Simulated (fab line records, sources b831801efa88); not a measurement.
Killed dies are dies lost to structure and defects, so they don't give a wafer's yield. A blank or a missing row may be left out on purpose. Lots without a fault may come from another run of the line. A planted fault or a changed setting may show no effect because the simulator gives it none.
Which tool did it? | flow sky130 | 6 lots, 18 wafers sampled, at 2 steps of a route of 708

WHAT THE GAUGES READ, wafer by wafer
SKY_VIA4_BOW_MEAS_03.
lot  | measured     | on            | VIA4_BOW (um)
L211 | day 43 09:10 | film_metro-03 | 81 83 89
L213 | day 44 09:19 | film_metro-03 | 87 87 91
L217 | day 45 11:36 | film_metro-03 | 90 85 80
L220 | day 45 19:37 | film_metro-01 | 87 92 79
L223 | day 46 13:29 | film_metro-01 | 89 83 75
L228 | day 47 14:18 | film_metro-02 | 71 66 85

WHICH TOOL RAN EACH LOT (tool, then ch and the chambers of the sampled wafers, then the start)
lot  | SKY_LDD_N_STRIP_16
L211 | plasma_asher-03 ch 0,1, day 19 07:10
L213 | plasma_asher-01 ch 0,1, day 20 11:11
L217 | plasma_asher-03 ch 0,1, day 21 13:59
L220 | plasma_asher-03 ch 0,1, day 22 12:40
L223 | plasma_asher-02 ch 0,1, day 23 05:40
L228 | plasma_asher-02 ch 0,1, day 24 22:02
- SKY_LDD_N_STRIP_16: strips in O2/N2.

THE ANSWER, worked out from the rows above alone
Rule: what is usual is taken from the lots themselves. Put in order of their means at a reading, lots are off if they are a third of the lots or fewer, leave a main group of 4 or more, and stand apart from it by a gap of 3 or more times the standard deviation of the main group's means; of several such gaps the widest counts. A main group whose means are all the same, to the digits that the tables above print for the reading, isn't used. A lot without any number at a reading at which 4 lots or more have one is off too. The other lots that the step has rows for count as sound.
Off: L228, at SKY_VIA4_BOW_MEAS_03 (VIA4_BOW). The main group: mean 85 um, standard deviation 2.
A tool fits if, at a process step before that reading, it ran every lot that is off, and no sound lot after the first of them. The gauges at SKY_VIA4_BOW_MEAS_03 are tried like those tools. Can't be told from this: 2 tools fit, plasma_asher-02 at SKY_LDD_N_STRIP_16, film_metro-02 at SKY_VIA4_BOW_MEAS_03.

WHAT THE SIMULATOR HAD PUT IN
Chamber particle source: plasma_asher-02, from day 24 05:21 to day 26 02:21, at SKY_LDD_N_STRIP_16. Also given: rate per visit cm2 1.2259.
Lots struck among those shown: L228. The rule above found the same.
